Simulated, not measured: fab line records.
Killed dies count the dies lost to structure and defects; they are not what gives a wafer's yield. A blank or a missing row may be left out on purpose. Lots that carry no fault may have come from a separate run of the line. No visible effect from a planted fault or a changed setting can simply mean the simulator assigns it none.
fab line records | flow sky130
[record] lots = 6 | wafers = 18 | last-day = 50
route steps=708 shown CONTACT@418 METAL1@434 PAD_OPEN@708
lots with no fault: from the same line, run without faults
start-h: the number of hours between the record's first day and the start of the first shown wafer of the lot | wait-h: how many hours have passed since the lot's step before this one | " unchanged from the row above | L1.1+2: several wafers, shown together as one row | - no value present, or no start provided | * or withheld: withheld | < > ~ a bound
route shown NAME@n: a module of which the file shows steps, and the number in the route of the first | usual: average and standard deviation across the fault-free wafers | same: alike in all rows | chamber/n: place in a boat | sites: the reading at each site | _std_site: the values' standard deviation | _edge_site: the outer-site mean with the inner-site mean subtracted | radius-mm: for every site, how far away it sits from the centre of the wafer | mask NAME#n: copy n | behind: the most recent tool/chamber to have shaped the wafer | hold: what put the lot on hold/how long, in hours/how the hold closed | device: names the non-switching transistor (n, p or np) | end of line: at the end of the route, the tests of the same wafers | step lacking rows: just its recipe | killed: not the wafer's yield, but the dies lost to structure and defects at the first sort | map: shows each die of a wafer: x if killed, . if not, _ if none is there
set.NAME: the setting as run; set.NAME@STEP: as run at that earlier step | model.NAME: the simulator's own value behind a step, which no gauge read
a table for each step, a row for each wafer; lots at some steps of the route
services: from which hour (start-h, from the record's first day; less than 0 if before it) a tool's chamber was out of use, for how many hours, and why
[[steps]]
[step SKY_CONTACT_PEB_12]
[recipe] peb-temp-c = withheld | peb-time-s = withheld | resist = KrF-thick
[step SKY_CONTACT_DEVELOP_13]
[recipe] develop-time-s = 60 | resist = KrF-thick | dev-temp-c = 21
[step SKY_CONTACT_CD_MEAS_14]
[recipe] target-cd-nm = 170
[usual] cd-nm = 170.3/1.7
lot.wafer | tool      | chamber | start-h | wait-h | cd-nm
L128.2    | cd-sem-01 | -       | 793.15  | -      | 167.8
L128.3    | "         | -       | "       | "      | 169.5
L128.5    | "         | -       | "       | "      | 168.2
L130.1    | cd-sem-02 | -       | 817.89  | -      | 170.6
L130.3    | "         | -       | "       | "      | 172.0
L130.6    | "         | -       | "       | "      | 170.9
L138.1    | cd-sem-02 | -       | 870.74  | -      | 169.2
L138.3    | "         | -       | "       | "      | 168.8
L138.4    | "         | -       | "       | "      | 167.7
L141.1    | cd-sem-02 | -       | 896.83  | -      | 170.6
L141.2    | "         | -       | "       | "      | 170.0
L141.3    | "         | -       | "       | "      | 170.7
L142.2    | cd-sem-02 | -       | 901.05  | -      | 166.8
L142.3    | "         | -       | "       | "      | 167.8
L142.6    | "         | -       | "       | "      | 167.2
L143.1    | cd-sem-01 | -       | 906.53  | -      | 170.9
L143.5    | "         | -       | "       | "      | 172.2
L143.6    | "         | -       | "       | "      | 171.2
[step SKY_CONTACT_OVL_MEAS_15]
[usual] CONTACT_OVL = -1/5.8
lot.wafer | tool       | chamber | start-h | wait-h | CONTACT_OVL[nm]
L128.2    | overlay-01 | -       | 793.26  | 0.1    | -1
L128.3    | "          | -       | "       | "      | 2
L128.5    | "          | -       | "       | "      | -4
L130.1    | overlay-01 | -       | 818.01  | 0.1    | 12
L130.3    | "          | -       | "       | "      | -2
L130.6    | "          | -       | "       | "      | 6
L138.1    | overlay-02 | -       | 870.86  | 0.1    | 5
L138.3    | "          | -       | "       | "      | 11
L138.4    | "          | -       | "       | "      | 7
L141.1    | overlay-02 | -       | 896.95  | 0.1    | 7
L141.2    | "          | -       | "       | "      | 9
L141.3    | "          | -       | "       | "      | 6
L142.2    | overlay-01 | -       | 901.16  | 0.1    | -6
L142.3    | "          | -       | "       | "      | -9
L142.6    | "          | -       | "       | "      | -1
L143.1    | overlay-01 | -       | 906.65  | 0.1    | 7
L143.5    | "          | -       | "       | "      | 1
L143.6    | "          | -       | "       | "      | 1
[step SKY_CONTACT_ETCH_16]
[recipe] chemistry = N2/H2 | target = BARC | ion-energy-ev = 200 | source-w = 500 | bias-w = 100 | pressure-mtorr = 30 | n2-flow-sccm = 100 | h2-flow-sccm = 200 | stop-on = SiO2 | time-s = 45.9 | target-depth-a = 600
[usual] drypump-motor-current-A = 5.8/0.44 | oes-product-au = 0.856/0.0048 | throttle-valve-pct = 13.226/0.0098
lot.wafer | tool        | chamber | start-h | wait-h | drypump-motor-current-A | oes-product-au | rf-hours-counter-h | throttle-valve-pct
L128.2    | rie-diel-04 | 3       | 793.29  | 0.0    | 5.7                     | 0.849          | 19                 | 13.216
L128.3    | "           | 2       | "       | "      | 5.4                     | 0.846          | 6                  | 13.223
L128.5    | "           | 0       | "       | "      | 6.1                     | 0.852          | -                  | 13.228
L130.1    | rie-diel-03 | 2       | 818.05  | 0.0    | 6.3                     | 0.859          | 21                 | 13.241
L130.3    | "           | 1       | "       | "      | 6.2                     | 0.849          | 15                 | 13.241
L130.6    | "           | 2       | "       | "      | 6.3                     | 0.854          | -                  | 13.231
L138.1    | rie-diel-03 | 3       | 870.90  | 0.0    | 4.7                     | 0.855          | 1                  | 13.223
L138.3    | "           | 1       | "       | "      | 6.2                     | 0.855          | 18                 | 13.232
L138.4    | "           | 0       | "       | "      | 5.6                     | 0.856          | 13                 | 13.225
L141.1    | rie-diel-03 | 2       | 896.99  | 0.0    | 6.3                     | 0.863          | 24                 | 13.212
L141.2    | "           | 3       | "       | "      | 4.7                     | 0.850          | 2                  | 13.228
L141.3    | "           | 1       | "       | "      | 6.2                     | 0.857          | 19                 | 13.223
L142.2    | rie-diel-03 | 2       | 901.19  | 0.0    | 6.3                     | 0.859          | 25                 | 13.213
L142.3    | "           | 0       | "       | "      | 5.6                     | 0.860          | 14                 | 13.231
L142.6    | "           | 1       | "       | "      | 6.2                     | 0.856          | -                  | 13.212
L143.1    | rie-diel-03 | 3       | 906.69  | 0.0    | 4.7                     | 0.859          | 3                  | 13.208
L143.5    | "           | 1       | "       | "      | 6.2                     | 0.855          | -                  | 13.241
L143.6    | "           | 0       | "       | "      | 5.6                     | 0.847          | -                  | 13.232
[step SKY_CONTACT_ETCH_17]
[recipe] target = SiO2 | chemistry = C4F8/O2/Ar | stop-on = Si3N4 | mask-material = KrF-thick | source-w = 1500 | bias-w = 1200 | pressure-mtorr = 40 | c4f8-flow-sccm = withheld | O2_flow_sccm = 6 | Ar_flow_sccm = 300 | time-s = withheld | target-depth-a = 3400
[step SKY_CONTACT_ETCH_18]
[recipe] target = Si3N4 | chemistry = CHF3/O2 | stop-on = TiN | source-w = 600 | bias-w = 200 | pressure-mtorr = 40 | chf3-flow-sccm = 50 | O2_flow_sccm = 5 | time-s = 39 | target-depth-a = 750
[usual] drypump-motor-current-A = 5.8/0.44 | oes-product-au = 0.857/0.0073 | throttle-valve-pct = 8.794/0.0087
lot.wafer | tool        | chamber | start-h | wait-h | drypump-motor-current-A | oes-product-au | rf-hours-counter-h | throttle-valve-pct
L128.2    | rie-diel-04 | 3       | -       | -      | 5.7                     | 0.863          | 19                 | 8.799
L128.3    | "           | 2       | "       | "      | 5.4                     | 0.854          | 6                  | 8.817
L128.5    | "           | 0       | "       | "      | 6.1                     | 0.861          | -                  | 8.809
L130.1    | rie-diel-03 | 2       | -       | -      | 6.3                     | 0.864          | 21                 | 8.792
L130.3    | "           | 1       | "       | "      | 6.2                     | 0.857          | 15                 | 8.796
L130.6    | "           | 2       | "       | "      | 6.3                     | 0.865          | -                  | 8.790
L138.1    | rie-diel-03 | 3       | -       | -      | 4.7                     | 0.863          | 1                  | 8.786
L138.3    | "           | 1       | "       | "      | 6.2                     | 0.854          | 18                 | 8.802
L138.4    | "           | 0       | "       | "      | 5.6                     | 0.859          | 13                 | 8.798
L141.1    | rie-diel-03 | 2       | -       | -      | 6.3                     | 0.863          | 24                 | 8.786
L141.2    | "           | 3       | "       | "      | 4.7                     | 0.851          | 2                  | 8.796
L141.3    | "           | 1       | "       | "      | 6.2                     | 0.855          | 19                 | 8.795
L142.2    | rie-diel-03 | 2       | -       | -      | 6.3                     | 0.844          | 25                 | 8.789
L142.3    | "           | 0       | "       | "      | 5.6                     | 0.851          | 14                 | 8.780
L142.6    | "           | 1       | "       | "      | 6.2                     | 0.861          | -                  | 8.788
L143.1    | rie-diel-03 | 3       | -       | -      | 4.7                     | 0.855          | 3                  | 8.793
L143.5    | "           | 1       | "       | "      | 6.2                     | 0.864          | -                  | 8.797
L143.6    | "           | 0       | "       | "      | 5.6                     | 0.865          | -                  | 8.794
[step SKY_CONTACT_STRIP_19]
[recipe] chemistry = O2/N2 | power-w = 1400 | pressure-mtorr = 1500 | platen-temp-c = withheld | o2-flow-sccm = 3000 | n2-flow-sccm = 300 | overash-fraction = 0.5
[usual] drypump-motor-current-A = 6.02/0.27 | o2-flow-sccm = 2998/9.4 | oes-product-au = 0.381/0.0045 | strip-time-to-endpoint-s = 3.618/0.022
lot.wafer | tool            | chamber | start-h | wait-h | drypump-motor-current-A | o2-flow-sccm | oes-product-au | rf-hours-counter-h | strip-time-to-endpoint-s
L128.2    | plasma-asher-02 | 1       | 793.42  | -      | 5.73                    | 2975         | 0.376          | 66                 | 3.603
L128.3    | "               | 1       | "       | "      | 5.76                    | 2982         | 0.377          | -                  | 3.623
L128.5    | "               | 0       | "       | "      | 5.61                    | 2997         | 0.384          | -                  | 3.616
L130.1    | plasma-asher-02 | 1       | 818.18  | -      | 5.72                    | 3007         | 0.373          | 68                 | 3.615
L130.3    | "               | 1       | "       | "      | 5.70                    | 3005         | 0.382          | -                  | 3.602
L130.6    | "               | 0       | "       | "      | 5.60                    | 2997         | 0.380          | -                  | 3.623
L138.1    | plasma-asher-03 | 0       | 871.03  | -      | 6.45                    | 3008         | 0.381          | 104                | 3.619
L138.3    | "               | 0       | "       | "      | 6.43                    | 3006         | 0.380          | -                  | 3.580
L138.4    | "               | 1       | "       | "      | 6.01                    | 3012         | 0.384          | -                  | 3.583
L141.1    | plasma-asher-04 | 1       | 897.12  | -      | 5.95                    | 2997         | 0.382          | 47                 | 3.597
L141.2    | "               | 0       | "       | "      | 6.26                    | 2998         | 0.376          | 47                 | 3.626
L141.3    | "               | 0       | "       | "      | 6.21                    | 3007         | 0.382          | -                  | 3.607
L142.2    | plasma-asher-04 | 1       | 901.32  | -      | 5.95                    | 2973         | 0.388          | 47                 | 3.629
L142.3    | "               | 1       | "       | "      | 5.96                    | 2985         | 0.382          | -                  | 3.604
L142.6    | "               | 0       | "       | "      | 6.22                    | 3019         | 0.374          | -                  | 3.587
L143.1    | plasma-asher-03 | 1       | 906.82  | -      | 5.99                    | 2999         | 0.388          | 108                | 3.623
L143.5    | "               | 0       | "       | "      | 6.38                    | 3008         | 0.379          | -                  | 3.605
L143.6    | "               | 1       | "       | "      | 5.99                    | 2995         | 0.377          | -                  | 3.603
[step SKY_CONTACT_STRIP_20]
[recipe] chemistry = post-etch-residue-remover | time-s = 1200 | temp-c = 72.5
[step SKY_CONTACT_CLEAN_21]
[recipe] chemistry = IPA | time-s = 180 | temp-c = 25
[step SKY_CONTACT_CLEAN_22]
[recipe] chemistry = O3/DIW | dry = n2-spin
[step SKY_CONTACT_SPUTTER_23]
[recipe] material = TiN | target-thk-nm = 20 | chamber-pressure-pa = 5 | power-w = 4000 | time-s = 77.13
[usual] throttle-valve-pct = 29.5/0.91
lot.wafer | tool           | chamber | start-h | wait-h | throttle-valve-pct
L128.2    | pvd-sputter-04 | -       | 794.01  | 0.0    | 29.6
L128.3    | "              | -       | "       | "      | 30.8
L128.5    | "              | -       | "       | "      | 29.4
L130.1    | pvd-sputter-04 | -       | 818.77  | 0.0    | 29.6
L130.3    | "              | -       | "       | "      | 29.8
L130.6    | "              | -       | "       | "      | 30.8
L138.1    | pvd-sputter-02 | -       | 871.65  | 0.0    | 29.1
L138.3    | "              | -       | "       | "      | 29.5
L138.4    | "              | -       | "       | "      | 28.9
L141.1    | pvd-sputter-02 | -       | 897.71  | 0.0    | 29.2
L141.2    | "              | -       | "       | "      | 29.2
L141.3    | "              | -       | "       | "      | 28.1
L142.2    | pvd-sputter-03 | -       | 901.91  | 0.0    | 30.9
L142.3    | "              | -       | "       | "      | 29.2
L142.6    | "              | -       | "       | "      | 30.9
L143.1    | pvd-sputter-02 | -       | 907.41  | 0.0    | 29.6
L143.5    | "              | -       | "       | "      | 28.4
L143.6    | "              | -       | "       | "      | 28.0
[step SKY_CONTACT_CVD_24]
[recipe] material = W | target-thk-nm = 340 | time-s = 102.12 | temp-c = 400 | pressure-torr = 40
[usual] heater-power-w = 880/85
lot.wafer | tool     | chamber | start-h | wait-h | heater-power-w | model.W_of_CONTACT_CVD_24.thk-nm
L128.2    | cvd-w-02 | 0       | 794.07  | 0.0    | 970            | 333.1
L128.3    | "        | 0       | "       | "      | 999            | 333.8
L128.5    | "        | 1       | "       | "      | 926            | 257.8
L130.1    | cvd-w-02 | 1       | 818.83  | 0.0    | 902            | 262
L130.3    | "        | 0       | "       | "      | 1009           | 333.6
L130.6    | "        | 1       | "       | "      | 912            | 266.4
L138.1    | cvd-w-01 | 1       | 871.71  | 0.0    | 777            | 338.3
L138.3    | "        | 1       | "       | "      | 769            | 339.1
L138.4    | "        | 0       | "       | "      | 847            | 339.7
L141.1    | cvd-w-02 | 1       | 897.77  | 0.0    | 919            | 340.1
L141.2    | "        | 0       | "       | "      | 984            | 340.7
L141.3    | "        | 1       | "       | "      | 928            | 337.4
L142.2    | cvd-w-01 | 0       | 901.97  | 0.0    | 829            | 339.9
L142.3    | "        | 1       | "       | "      | 795            | 342.7
L142.6    | "        | 0       | "       | "      | 835            | 342.7
L143.1    | cvd-w-02 | 0       | 907.47  | 0.0    | 1003           | 341.1
L143.5    | "        | 1       | "       | "      | 930            | 336.8
L143.6    | "        | 0       | "       | "      | 1001           | 338
[step SKY_CONTACT_RS_MEAS_25]
[recipe] thk-meas-gauge = four-point-probe | reads = W_of_CONTACT_CVD_24+TiN_of_CONTACT_SPUTTER_23
[usual] CONTACT_W_RS = 0.340/0.0037
lot.wafer | tool          | chamber | start-h | wait-h | hold                     | CONTACT_W_RS[ohm/sq]
L128.2    | film-metro-01 | -       | 794.20  | 0.1    | await-dispo/0.2h/release | 0.345
L128.3    | "             | -       | "       | "      | await-dispo/0.2h/release | 0.344
L128.5    | "             | -       | "       | "      | await-dispo/0.2h/release | 0.446
L128.2    | film-metro-01 | -       | 794.49  | 0.3    | -                        | 0.344
L128.3    | "             | -       | "       | "      | -                        | 0.344
L128.5    | "             | -       | "       | "      | -                        | 0.448
L130.1    | film-metro-04 | -       | 818.94  | 0.1    | await-dispo/0.2h/release | 0.441
L130.3    | "             | -       | "       | "      | await-dispo/0.2h/release | 0.346
L130.6    | "             | -       | "       | "      | await-dispo/0.2h/release | 0.434
L130.1    | film-metro-04 | -       | 819.23  | 0.3    | -                        | 0.441
L130.3    | "             | -       | "       | "      | -                        | 0.346
L130.6    | "             | -       | "       | "      | -                        | 0.434
L138.1    | film-metro-03 | -       | 871.82  | 0.1    | -                        | 0.340
L138.3    | "             | -       | "       | "      | -                        | 0.339
L138.4    | "             | -       | "       | "      | -                        | 0.338
L141.1    | film-metro-01 | -       | 897.88  | 0.1    | -                        | 0.338
L141.2    | "             | -       | "       | "      | -                        | 0.337
L141.3    | "             | -       | "       | "      | -                        | 0.341
L142.2    | film-metro-01 | -       | 902.10  | 0.1    | -                        | 0.338
L142.3    | "             | -       | "       | "      | -                        | 0.335
L142.6    | "             | -       | "       | "      | -                        | 0.335
L143.1    | film-metro-03 | -       | 907.58  | 0.1    | -                        | 0.336
L143.5    | "             | -       | "       | "      | -                        | 0.341
L143.6    | "             | -       | "       | "      | -                        | 0.340
[step SKY_CONTACT_THK_MEAS_26]
[recipe] thk-meas-gauge = xrf | reads = W_of_CONTACT_CVD_24
[usual] CONTACT_W_THK = 335/4.7
lot.wafer | tool          | chamber | start-h | wait-h | hold                     | CONTACT_W_THK[nm]
L128.2    | film-metro-01 | -       | 797.83  | 3.3    | await-dispo/0.2h/release | 330
L128.3    | "             | -       | "       | "      | await-dispo/0.2h/release | 331
L128.5    | "             | -       | "       | "      | await-dispo/0.2h/release | 255
L128.2    | film-metro-01 | -       | 798.05  | 0.2    | -                        | 330
L128.3    | "             | -       | "       | "      | -                        | 333
L128.5    | "             | -       | "       | "      | -                        | 255
L130.1    | film-metro-04 | -       | 820.45  | 1.2    | await-dispo/0.2h/release | 259
L130.3    | "             | -       | "       | "      | await-dispo/0.2h/release | 329
L130.6    | "             | -       | "       | "      | await-dispo/0.2h/release | 263
L130.1    | film-metro-04 | -       | 820.68  | 0.2    | -                        | 259
L130.3    | "             | -       | "       | "      | -                        | 331
L130.6    | "             | -       | "       | "      | -                        | 264
L138.1    | film-metro-03 | -       | 871.94  | 0.1    | -                        | 333
L138.3    | "             | -       | "       | "      | -                        | 336
L138.4    | "             | -       | "       | "      | -                        | 336
L141.1    | film-metro-01 | -       | 898.00  | 0.1    | -                        | 341
L141.2    | "             | -       | "       | "      | -                        | 342
L141.3    | "             | -       | "       | "      | -                        | 338
L142.2    | film-metro-01 | -       | 902.21  | 0.1    | -                        | 341
L142.3    | "             | -       | "       | "      | -                        | 345
L142.6    | "             | -       | "       | "      | -                        | 342
L143.1    | film-metro-03 | -       | 907.70  | 0.1    | -                        | 339
L143.5    | "             | -       | "       | "      | -                        | 334
L143.6    | "             | -       | "       | "      | -                        | 336
[step SKY_CONTACT_CMP_27]
[recipe] stop-on = SiO2 | t-overpolish-s = 15 | down-force-psi = 3.5 | platen-rpm = 60 | target-thk-nm = 0 | pad-velocity-m-s = 0.94248
[usual] motor-current-A = 11.3/0.76 | slurry-filter-dp-kPa = 13.49/0.14 | time-to-endpoint-s = 82.6/2.8
lot.wafer | tool   | chamber | start-h | wait-h | hold                     | motor-current-A | slurry-filter-dp-kPa | time-to-endpoint-s
L128.2    | cmp-01 | 3       | 801.58  | 3.5    | await-dispo/3.4h/release | 11.1            | 13.55                | 81.6
L128.3    | "      | 0       | "       | "      | await-dispo/3.4h/release | 12.4            | 13.54                | 77.0
L128.5    | "      | 2       | "       | "      | await-dispo/3.4h/release | 10.2            | 13.43                | 59.9
L130.3    | cmp-02 | 1       | 822.87  | 2.2    | await-dispo/1.9h/release | 11.8            | 13.49                | 81.0
L130.1    | "      | 2       | "       | "      | await-dispo/1.9h/release | 11.7            | 13.53                | 67.3
L130.6    | "      | 2       | "       | "      | await-dispo/1.9h/release | 11.4            | 13.22                | 68.8
L138.4    | cmp-01 | 2       | 872.06  | 0.1    | -                        | 10.6            | 13.37                | 78.9
L138.1    | "      | 3       | "       | "      | -                        | 11.7            | 13.24                | 80.0
L138.3    | "      | 0       | "       | "      | -                        | 12.0            | 13.52                | 83.0
L141.1    | cmp-02 | 1       | 898.11  | 0.1    | -                        | 10.8            | 13.59                | 82.5
L141.2    | "      | 2       | "       | "      | -                        | 11.3            | 13.69                | 84.2
L141.3    | "      | 3       | "       | "      | -                        | 11.2            | 13.34                | 87.0
L142.3    | cmp-01 | 2       | 902.26  | 0.0    | -                        | 10.8            | 13.72                | 85.6
L142.2    | "      | 1       | "       | "      | -                        | 11.1            | 13.34                | 85.1
L142.6    | "      | 3       | "       | "      | -                        | 11.9            | 13.51                | 84.0
L143.1    | cmp-01 | 1       | 907.86  | 0.1    | -                        | 10.9            | 13.51                | 86.1
L143.5    | "      | 3       | "       | "      | -                        | 10.7            | 13.68                | 83.8
L143.6    | "      | 0       | "       | "      | -                        | 11.8            | 13.41                | 85.4
[step SKY_METAL1_SPUTTER_00]
[recipe] material = Ti | target-thk-nm = 15 | power-w = 3000 | time-s = 10 | chamber-pressure-pa = 0.4
[usual] throttle-valve-pct = 29.3/0.97
lot.wafer | tool           | chamber | start-h | wait-h | throttle-valve-pct
L128.2    | pvd-sputter-02 | -       | 801.83  | 0.2    | 27.8
L128.3    | "              | -       | "       | "      | 27.9
L128.5    | "              | -       | "       | "      | 28.5
L130.1    | pvd-sputter-01 | -       | 823.17  | 0.2    | 30.6
L130.3    | "              | -       | "       | "      | 29.4
L130.6    | "              | -       | "       | "      | 29.6
L138.1    | pvd-sputter-04 | -       | 872.31  | 0.1    | 29.9
L138.3    | "              | -       | "       | "      | 29.3
L138.4    | "              | -       | "       | "      | 30.9
L141.1    | pvd-sputter-01 | -       | 898.36  | 0.2    | 29.2
L141.2    | "              | -       | "       | "      | 30.4
L141.3    | "              | -       | "       | "      | 29.4
L142.2    | pvd-sputter-04 | -       | 902.56  | 0.1    | 30.5
L142.3    | "              | -       | "       | "      | 29.9
L142.6    | "              | -       | "       | "      | 29.9
L143.1    | pvd-sputter-01 | -       | 908.06  | 0.1    | 30.5
L143.5    | "              | -       | "       | "      | 29.0
L143.6    | "              | -       | "       | "      | 28.0
[step SKY_PAD_OPEN_PROBE_99]
[usual] killed_at_M0_to_M3 = 44/7 | killed_at_M4_up = 3.2/2 | killed-at-contacts = 25/5.3 | killed-at-front-end = 15/4.3 | killed-at-other = 0.3/0.54 | killed-dies = 86/8.7 | killed-on-rim = 17/3.6 | killed-open = 47/6.4 | killed-short = 39/5.6
[same] gross-dies = 492 | killed-at-back-side = 0
lot.wafer | tool      | chamber | start-h | wait-h | killed_at_M0_to_M3 | killed_at_M4_up | killed-at-contacts | killed-at-front-end | killed-at-other | killed-dies | killed-on-rim | killed-open | killed-short
L128.2    | prober-02 | -       | 1117.26 | 0.1    | 50                 | 4               | 20                 | 17                  | 0               | 91          | 16            | 54          | 36
L128.3    | prober-02 | -       | 1117.31 | 0.2    | 45                 | 1               | 33                 | 16                  | 0               | 95          | 18            | 49          | 46
L128.5    | prober-02 | -       | 1117.41 | 0.2    | 30                 | 3               | 15                 | 14                  | 0               | 62          | 16            | 25          | 37
L130.1    | prober-02 | -       | 1134.94 | 0.1    | 57                 | 4               | 20                 | 6                   | 0               | 87          | 16            | 52          | 35
L130.3    | prober-02 | -       | 1135.04 | 0.2    | 51                 | 5               | 20                 | 9                   | 0               | 85          | 16            | 46          | 39
L130.6    | prober-02 | -       | 1135.19 | 0.2    | 36                 | 2               | 19                 | 10                  | 0               | 67          | 13            | 38          | 29
L138.1    | prober-02 | -       | 1172.45 | 0.1    | 37                 | 3               | 24                 | 10                  | 0               | 74          | 16            | 48          | 26
L138.3    | prober-02 | -       | 1172.55 | 0.2    | 34                 | 2               | 27                 | 24                  | 2               | 89          | 15            | 52          | 37
L138.4    | prober-02 | -       | 1172.60 | 0.2    | 44                 | 3               | 21                 | 25                  | 0               | 93          | 18            | 46          | 46
L141.1    | prober-01 | -       | 1190.19 | 0.1    | 33                 | 1               | 24                 | 20                  | 0               | 78          | 18            | 45          | 33
L141.2    | prober-01 | -       | 1190.24 | 0.1    | 49                 | 4               | 27                 | 19                  | 0               | 99          | 18            | 51          | 48
L141.3    | prober-01 | -       | 1190.29 | 0.2    | 49                 | 1               | 23                 | 18                  | 0               | 91          | 16            | 54          | 37
L142.2    | prober-02 | -       | 1191.95 | 0.1    | 49                 | 8               | 36                 | 10                  | 1               | 104         | 13            | 59          | 45
L142.3    | prober-02 | -       | 1192.00 | 0.2    | 48                 | 2               | 24                 | 15                  | 0               | 89          | 15            | 48          | 41
L142.6    | prober-02 | -       | 1192.15 | 0.2    | 36                 | 0               | 34                 | 16                  | 0               | 86          | 27            | 42          | 44
// killed by level:class
L128.2 CONTACT:geometric-particle:open=11 VIA3:geometric-particle:open=9 VIA2:geometric-particle:open=9 VIA1:geometric-particle:open=8 FIELD_ISO:geometric-particle:open=6 FIELD_ISO:geometric-particle:short=5 METAL2:geometric-particle:short=5 VIA3:geometric-particle:short=5
L128.3 VIA1:geometric-particle:open=11 LI_CONTACT:geometric-particle:open=9 CONTACT:geometric-particle:open=8 CONTACT:geometric-particle:short=7 METAL1:geometric-particle:short=6 VIA3:geometric-particle:open=5 LOCAL_INTERCONNECT:geometric-particle:short=5 METAL2:geometric-particle:short=5
L128.5 LI_CONTACT:geometric-particle:open=6 POLY_GATE:geometric-particle:short=5 METAL2:geometric-particle:short=5 METAL1:geometric-particle:short=4 VIA3:geometric-particle:open=4 FIELD_ISO:geometric-particle:short=3 VIA2:geometric-particle:open=3 LOCAL_INTERCONNECT:geometric-particle:short=3
L130.1 VIA1:geometric-particle:open=17 METAL1:geometric-particle:short=9 CONTACT:geometric-particle:open=8 VIA3:geometric-particle:open=8 VIA1:geometric-particle:short=6 VIA2:geometric-particle:open=6 LI_CONTACT:geometric-particle:open=5 LOCAL_INTERCONNECT:geometric-particle:short=4
L130.3 VIA1:geometric-particle:open=14 CONTACT:geometric-particle:open=9 VIA1:geometric-particle:short=8 METAL2:geometric-particle:short=6 VIA3:geometric-particle:open=5 VIA2:geometric-particle:short=5 LI_CONTACT:geometric-particle:open=4 VIA2:geometric-particle:open=4
L130.6 VIA1:geometric-particle:open=10 LOCAL_INTERCONNECT:geometric-particle:short=7 METAL2:geometric-particle:short=7 CONTACT:geometric-particle:open=6 VIA3:geometric-particle:open=6 LI_CONTACT:geometric-particle:open=4 VIA1:geometric-particle:short=4 VIA2:geometric-particle:open=4
L138.1 LI_CONTACT:geometric-particle:open=10 CONTACT:geometric-particle:open=9 VIA2:geometric-particle:open=9 VIA3:geometric-particle:open=6 POLY_GATE:geometric-particle:short=4 VIA1:geometric-particle:short=4 VIA1:geometric-particle:open=4 FIELD_ISO:geometric-particle:short=3
L138.3 CONTACT:geometric-particle:open=10 FIELD_ISO:geometric-particle:open=8 VIA3:geometric-particle:open=8 CONTACT:geometric-particle:short=7 VIA2:geometric-particle:open=7 METAL2:geometric-particle:short=6 FIELD_ISO:geometric-particle:short=5 POLY_GATE:geometric-particle:short=5
L138.4 VIA1:geometric-particle:open=9 POLY_GATE:geometric-particle:short=8 METAL2:geometric-particle:short=8 CONTACT:geometric-particle:open=8 FIELD_ISO:geometric-particle:short=7 LI_CONTACT:geometric-particle:open=6 VIA1:geometric-particle:short=6 METAL1:geometric-particle:short=5
L141.1 FIELD_ISO:geometric-particle:short=10 CONTACT:geometric-particle:open=10 VIA3:geometric-particle:open=8 LI_CONTACT:geometric-particle:open=7 LOCAL_INTERCONNECT:geometric-particle:short=6 FIELD_ISO:geometric-particle:open=5 VIA2:geometric-particle:open=5 VIA1:geometric-particle:open=3
L141.2 VIA3:geometric-particle:open=12 METAL2:geometric-particle:short=9 LI_CONTACT:geometric-particle:open=7 LOCAL_INTERCONNECT:geometric-particle:short=7 METAL1:geometric-particle:short=7 POLY_GATE:geometric-particle:open=6 VIA2:geometric-particle:open=6 CONTACT:geometric-particle:short=5
L141.3 VIA1:geometric-particle:open=13 LI_CONTACT:geometric-particle:open=8 CONTACT:geometric-particle:open=8 VIA3:geometric-particle:open=8 METAL2:geometric-particle:short=7 FIELD_ISO:geometric-particle:open=6 VIA2:geometric-particle:open=6 FIELD_ISO:geometric-particle:short=5
L142.2 VIA1:geometric-particle:open=18 LOCAL_INTERCONNECT:geometric-particle:short=9 LI_CONTACT:geometric-particle:open=7 VIA2:geometric-particle:open=7 LI_CONTACT:geometric-particle:short=6 CONTACT:geometric-particle:short=6 CONTACT:geometric-particle:open=6 METAL4:geometric-particle:short=5
L142.3 VIA1:geometric-particle:open=12 METAL1:geometric-particle:short=10 LI_CONTACT:geometric-particle:open=8 VIA3:geometric-particle:open=7 CONTACT:geometric-particle:open=6 VIA2:geometric-particle:open=5 METAL3:geometric-particle:short=5 FIELD_ISO:geometric-particle:open=4
L142.6 CONTACT:geometric-particle:open=16 VIA1:geometric-particle:open=8 POLY_GATE:geometric-particle:short=6 LOCAL_INTERCONNECT:geometric-particle:short=6 FIELD_ISO:geometric-particle:open=5 CONTACT:geometric-particle:short=5 METAL1:geometric-particle:short=5 VIA1:geometric-particle:short=5
[[services]]
tool            | chamber | start-h | hours | kind
rie-diel-03     | 2       | 770.64  | 1.2   | repair
cmp-02          | -       | 782.87  | 4.0   | repair
rie-diel-03     | 2       | 782.93  | 5.0   | repair
rie-diel-04     | 1       | 796.11  | 2.8   | repair
rie-diel-03     | -       | 799.12  | 14.6  | pm
pvd-sputter-02  | -       | 807.31  | 0.6   | repair
cmp-01          | -       | 807.41  | 2.2   | repair
rie-diel-04     | 1       | 815.08  | 4.6   | repair
rie-diel-03     | 3       | 816.11  | 35.8  | repair
cmp-01          | -       | 818.83  | 0.3   | repair
rie-diel-03     | 0       | 819.56  | 14.3  | repair
rie-diel-03     | 2       | 826.09  | 1.9   | repair
cmp-02          | -       | 829.82  | 3.9   | repair
rie-diel-04     | 3       | 837.18  | 1.4   | repair
rie-diel-03     | 1       | 844.06  | 9.0   | repair
cvd-w-01        | 0       | 851.99  | 8.1   | repair
plasma-asher-02 | -       | 860.65  | 5.8   | repair
cmp-02          | -       | 864.14  | 9.1   | pm
pvd-sputter-02  | -       | 879.21  | 1.4   | repair
cmp-01          | -       | 881.58  | 3.0   | repair
pvd-sputter-04  | -       | 885.23  | 8.5   | repair
plasma-asher-04 | -       | 890.69  | 1.2   | repair
cvd-w-01        | -       | 903.25  | 0.9   | repair
cvd-w-01        | -       | 904.20  | 14.0  | pm
[[key]]
[first-sign] step = SKY_CONTACT_RS_MEAS_25 | reading = visit | direction = added
[effect] step = SKY_CONTACT_RS_MEAS_25 | reading = CONTACT_W_RS | direction = up | sigmas = 28 | usual = 0.340 | struck = 0.440
[effect] step = SKY_CONTACT_THK_MEAS_26 | reading = visit | direction = added
[effect] step = SKY_CONTACT_THK_MEAS_26 | reading = CONTACT_W_THK | direction = down | sigmas = 16 | usual = 335 | struck = 259
[effect] step = SKY_CONTACT_CMP_27 | reading = time-to-endpoint-s | direction = down | sigmas = 6.1 | usual = * | struck = *
[model-effect] step = SKY_CONTACT_CVD_24 | value = W_of_CONTACT_CVD_24.thk-nm | without = 333.1 | struck = 262.1
met-at SKY_CONTACT_CVD_24
struck-wafers L128.5,L130.1,L130.6
tester-left-out L128,L130
[fault] kind = process-parameter-drift | tool = cvd-w-02 | chamber = 1 | onset-h = 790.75 | steps = SKY_CONTACT_CVD_24 | channel = target-thk-nm | offset = -71.667 | shape = step | end-h = 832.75 | acts-in = these-recipes-only | stated = 340
// tester-left-out: of these lots the tester's yield and bins aren't shown, on N5 and GAA mostly nor the transistor test; their killed dies are dies lost to structure and defects alone, not to doping, threshold or leakage, so they don't give the yield
